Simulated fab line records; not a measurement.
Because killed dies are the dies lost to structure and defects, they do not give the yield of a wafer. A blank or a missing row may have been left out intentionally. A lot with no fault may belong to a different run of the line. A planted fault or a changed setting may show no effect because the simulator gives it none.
fab line records | flow gf180mcu | part 2 of 2: steps 28 to 40 of 40
record: lots: 5 | wafers: 15 | lastDay: 33
route steps=602 shown DUAL_GATE@146 POLY_GATE@157 HV_LDD@176
lots that met no fault: from a run of the same line without faults
startH: start of the lot's first displayed wafer, in hours after the record's first day | waitH: hours from the lot's prior step to this one | " same as the row above | L1.1+2: a row that stands for several wafers | - value missing, or start not given | * or withheld: withheld | < > ~ a bound
route shown NAME@n: NAME is a module with steps in the file, n the number in the route of the first one | usual: mean/standard deviation taken from wafers without a fault | same: alike in all rows | chamber/n: place in a boat | sites: each site's reading | _std_site: standard deviation of those values | _edge_site: inner sites' mean taken away from outer sites' mean | radiusMm: for every site, how far away it sits from the centre of the wafer | mask NAME#n: copy n | behind: the tool/chamber that last shaped the wafer | hold: why the lot went on hold/how many hours it stayed there/how the hold came to an end | device: the n, p or np transistor that did not switch | end of line: tests run on the same wafers once the route is complete | where a step has no rows: the recipe by itself | killed: count of dies lost to structure and defects at first sort (not the wafer's yield) | map: per-die view of a wafer (x killed, . not killed, _ where there is no die)
set.NAME: the setting that was run; set.NAME@STEP: the one run at that earlier step | model.NAME: the simulator's own value behind a step, which no gauge read
a table for each step, a row for each wafer; lots at some steps of the route
services: the hour from which a tool's chamber was out of use, counted from the record's first day as startH (under 0 if before that day), plus the number of hours and why
== steps ==
step: GF_POLY_GATE_OXIDATION_16
recipe: tempC: 850 | ambient: O2 | stabiliseS: 600 | purgeS: 300 | targetThkA: 40 | oxTimeS: 899
usual: oxTempCMax: 854.0/1.6 | spikeTcLowerC: 850.1/1.2 | zonePowerBottomPct: 31.0/0.45 | zonePowerCentrePct: 16.3/2.1
lot.wafer | tool       | chamber | startH | waitH | oxTempCMax | spikeTcLowerC | zonePowerBottomPct | zonePowerCentrePct
L074.1    | furnace-02 | 0       | 207.81 | 0.0   | 855.9      | 850.9         | 31.9               | 18.3
L074.2    | "          | 0       | "      | "     | 854.2      | 851.1         | 31.3               | 18.4
L074.5    | "          | 0       | "      | "     | 855.2      | 850.8         | 31.2               | 18.3
L082.1    | furnace-01 | 0       | 257.04 | 0.4   | 852.8      | 849.4         | 31.0               | 14.0
L082.2    | "          | 0       | "      | "     | 852.7      | 850.1         | 30.6               | 14.3
L082.6    | "          | 0       | "      | "     | 853.4      | 849.6         | 30.9               | 14.2
L087.2    | furnace-01 | 0       | 296.39 | 0.8   | 852.5      | 849.3         | 30.6               | 14.5
L087.3    | "          | 0       | "      | "     | 853.9      | 851.3         | 30.9               | 14.1
L087.4    | "          | 0       | "      | "     | 853.3      | 846.9         | 30.7               | 14.2
L090.3    | furnace-02 | 0       | 307.31 | 0.0   | 855.2      | 851.0         | 31.2               | 18.3
L090.5    | "          | 0       | "      | "     | 854.5      | 851.2         | 31.9               | 18.6
L090.6    | "          | 0       | "      | "     | 855.0      | 851.6         | 31.1               | 18.5
L092.3    | furnace-01 | 0       | 324.58 | 1.5   | 852.9      | 850.4         | 30.8               | 14.3
L092.4    | "          | 0       | "      | "     | 853.2      | 850.0         | 30.9               | 14.2
L092.6    | "          | 0       | "      | "     | 852.7      | 849.6         | 31.1               | 14.0
step: GF_POLY_GATE_THK_MEAS_17
recipe: reads: SiO2_of_POLY_GATE_OXIDATION_16
usual: POLY_GATE_OXIDATION_THK: 4.00/0.076
lot.wafer | tool         | chamber | startH | waitH | POLY_GATE_OXIDATION_THK[nm]
L074.1    | filmMetro-01 | -       | 209.06 | 0.0   | 3.91
L074.2    | "            | -       | "      | "     | 4.00
L074.5    | "            | -       | "      | "     | 3.90
L082.1    | filmMetro-04 | -       | 258.29 | 0.0   | 4.12
L082.2    | "            | -       | "      | "     | 4.10
L082.6    | "            | -       | "      | "     | 4.12
L087.2    | filmMetro-01 | -       | 297.65 | 0.0   | 4.03
L087.3    | "            | -       | "      | "     | 4.11
L087.4    | "            | -       | "      | "     | 4.06
L090.3    | filmMetro-04 | -       | 308.58 | 0.0   | 4.10
L090.5    | "            | -       | "      | "     | 4.03
L090.6    | "            | -       | "      | "     | 4.02
L092.3    | filmMetro-03 | -       | 325.85 | 0.0   | 4.02
L092.4    | "            | -       | "      | "     | 4.08
L092.6    | "            | -       | "      | "     | 4.01
step: GF_POLY_GATE_CD_MEAS_18
usual: cdNm: 280.3/1.6
lot.wafer | tool     | chamber | startH | waitH | cdNm
L074.1    | cdSem-01 | -       | 209.12 | 0.1   | 281.2
L074.2    | "        | -       | "      | "     | 280.4
L074.5    | "        | -       | "      | "     | 279.5
L082.1    | cdSem-01 | -       | 258.35 | 0.1   | 278.5
L082.2    | "        | -       | "      | "     | 279.3
L082.6    | "        | -       | "      | "     | 278.2
L087.2    | cdSem-02 | -       | 297.73 | 0.1   | 281.8
L087.3    | "        | -       | "      | "     | 283.5
L087.4    | "        | -       | "      | "     | 283.3
L090.3    | cdSem-02 | -       | 308.67 | 0.1   | 278.0
L090.5    | "        | -       | "      | "     | 279.9
L090.6    | "        | -       | "      | "     | 277.5
L092.3    | cdSem-02 | -       | 325.95 | 0.1   | 279.2
L092.4    | "        | -       | "      | "     | 281.6
L092.6    | "        | -       | "      | "     | 280.2
step: GF_HV_LDD_DEHYDRATE_00
recipe: tempC: 200 | timeS: 60
lot.wafer  | tool          | chamber | startH | waitH
L074.1+2+5 | lithoTrack-03 | 0       | 217.57 | 8.4
L082.1+2+6 | lithoTrack-02 | 0       | 267.18 | 8.8
L087.2+3+4 | lithoTrack-03 | 0       | 307.30 | 9.5
L090.3+5+6 | lithoTrack-01 | 0       | 319.04 | 10.3
L092.3+4+6 | lithoTrack-02 | 0       | 336.03 | 10.1
step: GF_HV_LDD_HMDS_01
recipe: primeTimeS: 60 | primeTempC: 120
lot.wafer  | tool          | chamber | startH | waitH
L074.1+2+5 | lithoTrack-03 | 0       | 217.72 | 0.1
L082.1+2+6 | lithoTrack-02 | 0       | 267.33 | 0.1
L087.2+3+4 | lithoTrack-03 | 0       | 307.45 | 0.1
L090.3+5+6 | lithoTrack-01 | 0       | 319.19 | 0.1
L092.3+4+6 | lithoTrack-02 | 0       | 336.18 | 0.1
step: GF_HV_LDD_COAT_02
recipe: resist: NOVOLAK | spinRpm: 3000 | resistThkNm: 1000
lot.wafer  | tool          | chamber | startH | waitH
L074.1+2+5 | lithoTrack-03 | 0       | 217.87 | 0.1
L082.1+2+6 | lithoTrack-02 | 0       | 267.48 | 0.1
L087.2+3+4 | lithoTrack-03 | 0       | 307.60 | 0.1
L090.3+5+6 | lithoTrack-01 | 0       | 319.34 | 0.1
L092.3+4+6 | lithoTrack-02 | 0       | 336.33 | 0.1
step: GF_HV_LDD_SOFTBAKE_03
recipe: tempC: 90 | timeS: 60 | resist: NOVOLAK
lot.wafer  | tool          | chamber | startH | waitH
L074.1+2+5 | lithoTrack-03 | 0       | 218.02 | 0.1
L082.1+2+6 | lithoTrack-02 | 0       | 267.63 | 0.1
L087.2+3+4 | lithoTrack-03 | 0       | 307.75 | 0.1
L090.3+5+6 | lithoTrack-01 | 0       | 319.49 | 0.1
L092.3+4+6 | lithoTrack-02 | 0       | 336.48 | 0.1
step: GF_HV_LDD_EXPOSE_04
recipe: maskId: Nplus_LV_AREA | targetCdNm: 400 | na: 0.6 | sourceShape: conventional | sigmaOuter: 0.6 | doseMj: 140
usual: stageVelMmS: 500.00/0.27
lot.wafer | tool            | chamber | startH | waitH | mask            | stageVelMmS
L074.1    | ilineStepper-01 | 0       | -      | -     | Nplus_LV_AREA#0 | 500.37
L074.2    | "               | 0       | "      | "     | Nplus_LV_AREA#0 | 499.50
L074.5    | "               | 0       | "      | "     | Nplus_LV_AREA#0 | 499.87
L082.1    | ilineStepper-02 | 0       | -      | -     | Nplus_LV_AREA#0 | 499.72
L082.2    | "               | 0       | "      | "     | Nplus_LV_AREA#0 | 499.42
L082.6    | "               | 0       | "      | "     | Nplus_LV_AREA#0 | 499.52
L087.2    | ilineStepper-01 | 0       | -      | -     | Nplus_LV_AREA#0 | 499.76
L087.3    | "               | 0       | "      | "     | Nplus_LV_AREA#0 | 499.64
L087.4    | "               | 0       | "      | "     | Nplus_LV_AREA#0 | 499.52
L090.3    | ilineStepper-02 | 0       | -      | -     | Nplus_LV_AREA#0 | 500.48
L090.5    | "               | 0       | "      | "     | Nplus_LV_AREA#0 | 499.69
L090.6    | "               | 0       | "      | "     | Nplus_LV_AREA#0 | 499.79
L092.3    | ilineStepper-02 | 0       | -      | -     | Nplus_LV_AREA#0 | 500.06
L092.4    | "               | 0       | "      | "     | Nplus_LV_AREA#0 | 500.27
L092.6    | "               | 0       | "      | "     | Nplus_LV_AREA#0 | 500.24
step: GF_HV_LDD_PEB_05
recipe: tempC: withheld | timeS: * | resist: NOVOLAK
lot.wafer  | tool          | chamber | startH | waitH
L074.1+2+5 | lithoTrack-02 | 0       | -      | -
L082.1+2+6 | lithoTrack-03 | 0       | -      | -
L087.2+3+4 | lithoTrack-03 | 0       | -      | -
L090.3+5+6 | lithoTrack-01 | 0       | -      | -
L092.3+4+6 | lithoTrack-03 | 0       | -      | -
step: GF_HV_LDD_DEVELOP_06
recipe: developTimeS: 60 | devTempC: 23
lot.wafer  | tool          | chamber | startH | waitH
L074.1+2+5 | lithoTrack-02 | 0       | 226.78 | 0.1
L082.1+2+6 | lithoTrack-03 | 0       | 277.47 | 0.1
L087.2+3+4 | lithoTrack-03 | 0       | 317.90 | 0.1
L090.3+5+6 | lithoTrack-01 | 0       | 329.74 | 0.1
L092.3+4+6 | lithoTrack-03 | 0       | 347.07 | 0.1
step: GF_HV_LDD_CD_MEAS_07
recipe: targetCdNm: 400
usual: cdNm: 400.3/2
lot.wafer | tool     | chamber | startH | waitH | cdNm
L074.1    | cdSem-02 | -       | 226.93 | 0.1   | 402.6
L074.2    | "        | -       | "      | "     | 401.9
L074.5    | "        | -       | "      | "     | 397.8
L082.1    | cdSem-01 | -       | 277.62 | 0.1   | 400.0
L082.2    | "        | -       | "      | "     | 403.5
L082.6    | "        | -       | "      | "     | 400.3
L087.2    | cdSem-01 | -       | 318.04 | 0.1   | 399.4
L087.3    | "        | -       | "      | "     | 399.0
L087.4    | "        | -       | "      | "     | 398.7
L090.3    | cdSem-01 | -       | 329.88 | 0.1   | 400.2
L090.5    | "        | -       | "      | "     | 399.1
L090.6    | "        | -       | "      | "     | 398.2
L092.3    | cdSem-02 | -       | 347.29 | 0.2   | 400.9
L092.4    | "        | -       | "      | "     | 398.4
L092.6    | "        | -       | "      | "     | 399.8
step: GF_HV_LDD_OVL_MEAS_08
usual: HV_LDD_OVL: 0.2/1.3
lot.wafer | tool       | chamber | startH | waitH | HV_LDD_OVL[nm]
L074.1    | overlay-01 | -       | 227.05 | 0.1   | 1.5
L074.2    | "          | -       | "      | "     | 2.3
L074.5    | "          | -       | "      | "     | 2.9
L082.1    | overlay-02 | -       | 277.74 | 0.1   | 2.0
L082.2    | "          | -       | "      | "     | -0.8
L082.6    | "          | -       | "      | "     | -0.6
L087.2    | overlay-02 | -       | 318.15 | 0.1   | -0.5
L087.3    | "          | -       | "      | "     | -0.9
L087.4    | "          | -       | "      | "     | 0.6
L090.3    | overlay-02 | -       | 329.98 | 0.1   | 0.9
L090.5    | "          | -       | "      | "     | 0.6
L090.6    | "          | -       | "      | "     | -0.8
L092.3    | overlay-01 | -       | 347.38 | 0.1   | -1.4
L092.4    | "          | -       | "      | "     | -0.2
L092.6    | "          | -       | "      | "     | 0.2
step: GF_HV_LDD_IMPLANT_09
recipe: species: As | energyKev: 40 | doseCm2: 1e+14 | tiltDeg: 7
usual: faradayCurrentUA: 564/11
lot.wafer | tool         | chamber | startH | waitH | faradayCurrentUA
L074.1    | implanter-01 | 0       | 227.09 | 0.0   | 570
L074.2    | "            | 0       | "      | "     | 552
L074.5    | "            | 0       | "      | "     | 553
L082.1    | implanter-01 | 0       | 277.78 | 0.0   | 574
L082.2    | "            | 0       | "      | "     | 559
L082.6    | "            | 0       | "      | "     | 556
L087.2    | implanter-03 | 0       | 318.20 | 0.0   | 574
L087.3    | "            | 0       | "      | "     | 561
L087.4    | "            | 0       | "      | "     | 551
L090.3    | implanter-03 | 0       | 330.05 | 0.1   | 565
L090.5    | "            | 0       | "      | "     | 575
L090.6    | "            | 0       | "      | "     | 570
L092.3    | implanter-04 | 0       | 347.45 | 0.1   | 574
L092.4    | "            | 0       | "      | "     | 567
L092.6    | "            | 0       | "      | "     | 567
== services ==
tool            | chamber | startH | hours | kind
lpcvd-02        | -       | 159.42 | 0.6   | repair
lpcvd-02        | -       | 160.83 | 2.8   | pm
krfScanner-02   | -       | 167.04 | 0.8   | pm
rieDiel-01      | 3       | 167.46 | 6.1   | repair
furnace-02      | -       | 167.92 | 4.8   | pm
ilineStepper-02 | -       | 174.62 | 1.7   | pm
krfScanner-02   | -       | 182.83 | 1.3   | pm
furnace-01      | -       | 193.59 | 3.7   | pm
rieSi-01        | -       | 203.72 | 2.8   | pm
lpcvd-02        | -       | 214.40 | 0.8   | pm
furnace-01      | -       | 215.78 | 3.9   | pm
krfScanner-02   | -       | 236.26 | 0.3   | repair
ilineStepper-01 | -       | 252.84 | 9.2   | repair
rieSi-01        | -       | 253.53 | 0.5   | repair
krfScanner-02   | -       | 258.39 | 7.2   | pm
ilineStepper-01 | -       | 262.58 | 1.7   | pm
ilineStepper-01 | -       | 284.26 | 5.1   | repair
krfScanner-02   | -       | 301.54 | 1.0   | pm
plasmaAsher-04  | -       | 307.00 | 0.6   | repair
furnace-01      | -       | 316.19 | 7.0   | repair
krfScanner-02   | -       | 335.18 | 4.4   | pm
furnace-02      | -       | 336.38 | 3.6   | pm
krfScanner-02   | -       | 339.56 | 0.8   | pm
furnace-02      | -       | 344.46 | 2.8   | pm
